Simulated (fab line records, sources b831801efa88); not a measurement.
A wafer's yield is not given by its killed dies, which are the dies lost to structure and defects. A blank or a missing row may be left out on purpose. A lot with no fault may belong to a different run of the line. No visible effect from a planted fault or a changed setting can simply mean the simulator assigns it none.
Which tool is to blame? / flow gf180mcu / 6 lots, 18 wafers sampled, at 3 steps of a route of 602

== WHAT THE GAUGES READ, wafer by wafer ==
GF_V5_RS_MEAS_24: measures by four-point-probe.
lot=L699; measured=day 27 18:38; on=filmMetro-03; V5_W_RS (ohm/sq)=0.329 0.327 0.329
lot=L702; measured=day 28 16:59; on=filmMetro-03; V5_W_RS (ohm/sq)=0.323 0.320 0.325
lot=L705; measured=day 29 14:16; on=filmMetro-04; V5_W_RS (ohm/sq)=0.326 0.325 0.322
lot=L710; measured=day 30 20:37; on=filmMetro-03; V5_W_RS (ohm/sq)=0.327 0.326 0.329
lot=L715; measured=day 32 03:32; on=filmMetro-04; V5_W_RS (ohm/sq)=0.330 0.328 0.329
lot=L720; measured=day 33 07:36; on=filmMetro-04; V5_W_RS (ohm/sq)=0.333 0.329 0.331

== TOOL THAT RAN EACH LOT (tool first, then ch and the chambers of the sampled wafers, then the start) ==
lot=L699; GF_V5_ETCH_16=rieDiel-04 ch 1,2,3, day 27 17:42; GF_V5_SPUTTER_22=pvdSputter-01, day 27 18:27
lot=L702; GF_V5_ETCH_16=rieDiel-04 ch 0,3, day 28 15:58; GF_V5_SPUTTER_22=pvdSputter-01, day 28 16:50
lot=L705; GF_V5_ETCH_16=rieDiel-04 ch 1,3, day 29 13:22; GF_V5_SPUTTER_22=pvdSputter-01, day 29 14:07
lot=L710; GF_V5_ETCH_16=rieDiel-04 ch 0,2,3, day 30 19:43; GF_V5_SPUTTER_22=pvdSputter-02, day 30 20:28
lot=L715; GF_V5_ETCH_16=rieDiel-01 ch 0,1,3, day 32 02:37; GF_V5_SPUTTER_22=pvdSputter-03, day 32 03:22
lot=L720; GF_V5_ETCH_16=rieDiel-01 ch 1,2,3, day 33 06:39; GF_V5_SPUTTER_22=pvdSputter-01, day 33 07:27
- GF_V5_ETCH_16: etches BARC in N2/H2.
- GF_V5_SPUTTER_22: material TiN, target thk 10 nm, time 40 s.

== THE ANSWER, worked out from the rows above alone ==
Rule: usual is defined by the lots themselves. The widest of any qualifying gaps counts: lots, ordered by their means at a reading, are off when they make up no more than a third of the lots, leave a main group of 4 or more, and stand apart from it by 3 or more times the standard deviation of that group's means. A main group is skipped when, at the precision printed for the reading in the tables above, its means are all equal. Also off: a lot with no number at a reading for which 4 or more lots have one. The other lots that the step has rows for count as sound.
None of the lots is off at any reading shown; this tells nothing.

== WHAT THE SIMULATOR HAD INSERTED ==
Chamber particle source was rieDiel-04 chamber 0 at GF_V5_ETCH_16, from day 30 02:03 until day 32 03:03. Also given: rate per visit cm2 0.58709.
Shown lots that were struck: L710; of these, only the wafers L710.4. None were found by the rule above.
